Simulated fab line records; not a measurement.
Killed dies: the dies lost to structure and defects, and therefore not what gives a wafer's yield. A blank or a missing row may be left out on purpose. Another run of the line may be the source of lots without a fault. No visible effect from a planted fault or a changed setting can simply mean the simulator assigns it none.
Comparing a struck lot with a sound one ; flow sky130 ; 14 steps out of a route of 708
Sound: wafers L841.3, L841.4, L841.5. The struck wafers were L849.1, L849.3, L849.6. At the end, the cause is stated.
Order at every step that has rows: each side's tool, ch and its chambers, its first start. Under that, the readings that differ: sound wafers ; struck wafers ; difference of the means ; sigmas: that difference in standard deviations of wafers without a fault.
alike: readings with means less than 2 such deviations apart, plus words and numbers identical on both sides. not compared: withheld readings, readings lacking a value on some wafer, bounds such as >300 that could conceal the same value, and numbers that have no deviation in the record and whose values overlap.
Wherever a step has rows on one side only, a row that says differs or no value, or a row with sigmas, the two part there. Numbers that don't overlap but have no deviation are shown without sigmas and don't part them. A reading that every wafer of one side lacks parts them only if that side has two wafers or more.

SKY_METAL4_SPUTTER_03: material Ti, target thk 5 nm, time 3.3 s.
  sound on pvd-sputter-04 at day 40 14:40; struck on pvd-sputter-02 at day 42 20:16
  alike: throttle-valve-pct
SKY_METAL4_SPUTTER_04: material TiN, target thk 70 nm, time 58.3 s.
  sound on pvd-sputter-04 at day 40 14:41; struck on pvd-sputter-02 at day 42 20:17
  alike: throttle-valve-pct
SKY_CAP2M_CVD_00: deposits SiO2, target thk 15.5 nm.
  sound on pecvd-03 ch 0,1,2, day 40 14:44; struck on pecvd-02 ch 0,1,2, day 42 20:20
  alike: heater-power-w, susceptor-temp-C
SKY_CAP2M_THK_MEAS_01:
  sound on film-metro-03 at day 40 14:46; struck on film-metro-02 at day 42 20:21
  alike: CAP2M_CVD_00_THK
SKY_CAP2M_SPUTTER_02: material TiN, target thk 200 nm, time 166.7 s.
  sound on pvd-sputter-01 at day 40 14:49; struck on pvd-sputter-04 at day 42 20:25
  alike: susceptor-temp-C, throttle-valve-pct
SKY_CAP2M_RS_MEAS_03: the measuring method here is four-point-probe.
  sound on film-metro-02 at day 40 14:58; struck on film-metro-03 at day 42 20:31
  alike: CAP2M_TIN_RS
SKY_CAP2M_THK_MEAS_04: measures by xrf.
  sound on film-metro-02 at day 40 15:04; struck on film-metro-03 at day 42 20:38
  alike: CAP2M_TIN_THK
then, 5 steps without rows for these wafers: SKY_CAP2M_DEHYDRATE_05 (time 60 s); SKY_CAP2M_HMDS_06 (prime time 60 s); SKY_CAP2M_COAT_07 (resist thk 1140 nm); SKY_CAP2M_SOFTBAKE_08 (time 60 s); SKY_CAP2M_EXPOSE_09 (exposes mask CAP2M, target cd 1000 nm).
SKY_CAP2M_PEB_10:
  sound on litho-track-03 ch 0, day 41 14:35; struck on litho-track-03, day 43 18:53
reading;sound;struck;difference;sigmas
exhaust-pa (Pa);44.1 44.1 44.4;- - -;no value on the struck wafers;
  not compared: chill-plate-temp-C
then, 1 step without rows for these wafers: SKY_CAP2M_DEVELOP_11 (develop time 60 s).

== WHERE THEY PART ==
Only at SKY_CAP2M_PEB_10, within this record.

WHY: whatever the simulator had introduced
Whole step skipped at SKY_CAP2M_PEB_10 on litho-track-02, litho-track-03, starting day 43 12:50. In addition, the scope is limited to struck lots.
